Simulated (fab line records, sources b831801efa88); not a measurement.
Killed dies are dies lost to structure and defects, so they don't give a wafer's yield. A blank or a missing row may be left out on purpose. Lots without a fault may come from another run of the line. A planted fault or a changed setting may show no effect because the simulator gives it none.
Problem report in the 8D (eight disciplines) form, filled by code | flow sky130 | the parts of the form that need people (team, actions taken, sign-off) are left out

1. THE PROBLEM
time_to_endpoint_s at SKY_FIELD_ISO_CMP_27 reads a mean of 217 s on 1 wafer of 1 lot; wafers without a fault read 110 s with a standard deviation of 3.9. That is +27 standard deviations from the usual mean.
The step: polishes, stops on Si3N4, t overpolish 16 s, target thk 457.8 nm.
First seen on wafer L290.3, day 5 06:07, on cmp-01. The record holds 36 wafers of 12 lots with a number at this step. Rule for "out", or "out of limits": more than 4 standard deviations from the usual mean. The other wafers with a number count as sound.

2. WHAT IT IS AND WHAT IT IS NOT
question                    | is                 | is not
which readings at this step | time_to_endpoint_s | motor_current_A, overpolish_run_s
which lots                  | L290               | L277, L278, L279, L280, L281, L282, L284, L285, L291, L297, L299
which wafers of those lots  | L290.3             | L290.4, L290.5
read on which tools         | cmp-01             | cmp-02
when                        | from day 5 06:07   | up to then (26 sound wafers); but 9 sound wafers of L291, L297, L299 came after

3. SUSPECTS, AND WHAT RULES EACH OUT
Counting: a tool at a process step up to the reading stays a suspect if it ran every lot that is out. Sound lots after the first of them don't rule it out here, since some wafers of a struck lot are sound.
- rie_diel-03 at SKY_FIELD_ISO_ETCH_14 (etches BARC in N2/H2, stops on SiO2, time 45.9 s, target depth 60 nm): kept. It ran the lot that is out, L290 (day 5 00:21); its last sound lot up to then is L285 (day 3 22:26).
- plasma_asher-02 at SKY_FIELD_ISO_STRIP_16 (strips in O2/N2): kept. It ran the lot that is out, L290 (day 5 00:29); its last sound lot up to then is L281 (day 3 02:20).
- cmp-01 at SKY_FIELD_ISO_CMP_27 (polishes, stops on Si3N4, t overpolish 16 s, target thk 457.8 nm): kept. It ran the lot that is out, L290 (day 5 06:07); its last sound lot up to then is L285 (day 4 02:40). Its own readings are out on those wafers: time_to_endpoint_s.
- Within rie_diel-03 at SKY_FIELD_ISO_ETCH_14: the wafers that are out ran in chamber 2; their sound lot-mates ran in chambers 0, 3.
- Within cmp-01 at SKY_FIELD_ISO_CMP_27: the wafers that are out ran in chamber 2; their sound lot-mates ran in chamber 3.
Left after counting: rie_diel-03 at SKY_FIELD_ISO_ETCH_14, plasma_asher-02 at SKY_FIELD_ISO_STRIP_16, cmp-01 at SKY_FIELD_ISO_CMP_27.

4. THE CAUSE (what the simulator had put in)
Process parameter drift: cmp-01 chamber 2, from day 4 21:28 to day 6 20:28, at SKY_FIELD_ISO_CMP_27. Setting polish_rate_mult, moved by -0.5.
Counting left 3 suspects, and this tool is among them.

5. THE CHAIN OF EFFECTS, in route order
Each row: a reading whose mean over the struck wafers that have a number lies more than 3 standard deviations from the usual. Only readings for which the record gives a usual standard deviation are gone through. hours: the time from each lot's start at the first step in this table that gives one to its start at this step, as a median over the lots. sigmas: the change in usual standard deviations.
hours | step                 | reading            | usual | on struck wafers | change | sigmas
0     | SKY_FIELD_ISO_CMP_27 | time_to_endpoint_s | 110 s | 217              | +107   | +27
The process steps in it:
- SKY_FIELD_ISO_CMP_27: polishes, stops on Si3N4, t overpolish 16 s, target thk 457.8 nm.
Later measuring or inspecting steps at which every struck wafer that the step has a row for has a number for every such reading, and none has moved that far: SKY_VT_ADJUST_LVTN_OVL_MEAS_07.

6. WHAT WOULD HAVE CAUGHT IT SOONER
In this record the first reading out of limits was taken at day 5 06:07, 9 hours after the fault began at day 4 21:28.
